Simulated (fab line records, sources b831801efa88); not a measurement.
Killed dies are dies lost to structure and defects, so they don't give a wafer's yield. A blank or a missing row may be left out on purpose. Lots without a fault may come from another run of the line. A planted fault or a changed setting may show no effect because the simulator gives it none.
Problem report in the 8D (eight disciplines) form, filled by code | flow sky130 | the parts of the form that need people (team, actions taken, sign-off) are left out

1. THE PROBLEM
cathode_dc_power_W at SKY_METAL3_SPUTTER_02 reads a mean of 9650 W on 1 wafer of 1 lot; wafers without a fault read 10600 W with a standard deviation of 2. That is -99 or more standard deviations from the usual mean.
The step: material AlCu, target thk 735 nm, time 39.1 s.
First seen on wafer L650.1, day 42 20:02, on pvd_sputter-01. The record holds 33 wafers of 11 lots with a number at this step. Rule for "out", or "out of limits": more than 4 standard deviations from the usual mean. The other wafers with a number count as sound.

2. WHAT IT IS AND WHAT IT IS NOT
question                    | is                 | is not
which readings at this step | cathode_dc_power_W | throttle_valve_pct
which lots                  | L650               | L629, L632, L633, L634, L637, L640, L641, L645, L651, L652
which wafers of those lots  | L650.1             | L650.2, L650.3
read on which tools         | pvd_sputter-01     | pvd_sputter-02, pvd_sputter-04
when                        | from day 42 20:02  | up to then (26 sound wafers); but 6 sound wafers of L651, L652 came after

3. SUSPECTS, AND WHAT RULES EACH OUT
Counting: a tool at a process step up to the reading stays a suspect if it ran every lot that is out. Sound lots after the first of them don't rule it out here, since some wafers of a struck lot are sound.
- cmp-01 at SKY_VIA2_CMP_02 (polishes SiO2): kept. It ran the lot that is out, L650 (day 41 19:29); its last sound lot up to then is L645 (day 40 09:06).
- pvd_sputter-02 at SKY_VIA2_SPUTTER_20 (material TiN, target thk 20 nm, time 80 s): kept. It ran the lot that is out, L650 (day 42 19:16); its last sound lot up to then is L637 (day 39 00:37).
- pvd_sputter-01 at SKY_METAL3_SPUTTER_02 (material AlCu, target thk 735 nm, time 39.1 s): kept. It ran the lot that is out, L650 (day 42 20:02); its last sound lot up to then is L637 (day 39 01:20). Its own readings are out on those wafers: cathode_dc_power_W.
- Within cmp-01 at SKY_VIA2_CMP_02: the wafers that are out ran in chamber 2; their sound lot-mates ran in chambers 0, 1.
Left after counting: cmp-01 at SKY_VIA2_CMP_02, pvd_sputter-02 at SKY_VIA2_SPUTTER_20, pvd_sputter-01 at SKY_METAL3_SPUTTER_02.

4. THE CAUSE (what the simulator had put in)
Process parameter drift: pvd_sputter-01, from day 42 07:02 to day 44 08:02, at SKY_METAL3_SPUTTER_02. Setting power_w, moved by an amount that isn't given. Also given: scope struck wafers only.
Counting left 3 suspects, and this tool is among them.

5. THE CHAIN OF EFFECTS, in route order
Each row: a reading whose mean over the struck wafers that have a number lies more than 3 standard deviations from the usual. Only readings for which the record gives a usual standard deviation are gone through. hours: the time from each lot's start at the first step in this table that gives one to its start at this step, as a median over the lots. sigmas: the change in usual standard deviations.
hours | step                     | reading            | usual      | on struck wafers | change | sigmas
0     | SKY_METAL3_SPUTTER_02    | cathode_dc_power_W | 10600 W    | 9650             | -950   | -99 or more
47    | SKY_METAL3_METAL_ETCH_18 | oes_product_au     | 0.865 a.u. | 0.826            | -0.039 | -6.5
The process steps in it:
- SKY_METAL3_SPUTTER_02: material AlCu, target thk 735 nm, time 39.1 s.
- SKY_METAL3_METAL_ETCH_18: etches the open film in Cl2/BCl3, stops on SiO2, target depth 845 nm, time 183.1 s.

6. WHAT WOULD HAVE CAUGHT IT SOONER
In this record the first reading out of limits was taken at day 42 20:02, 13 hours after the fault began at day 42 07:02.
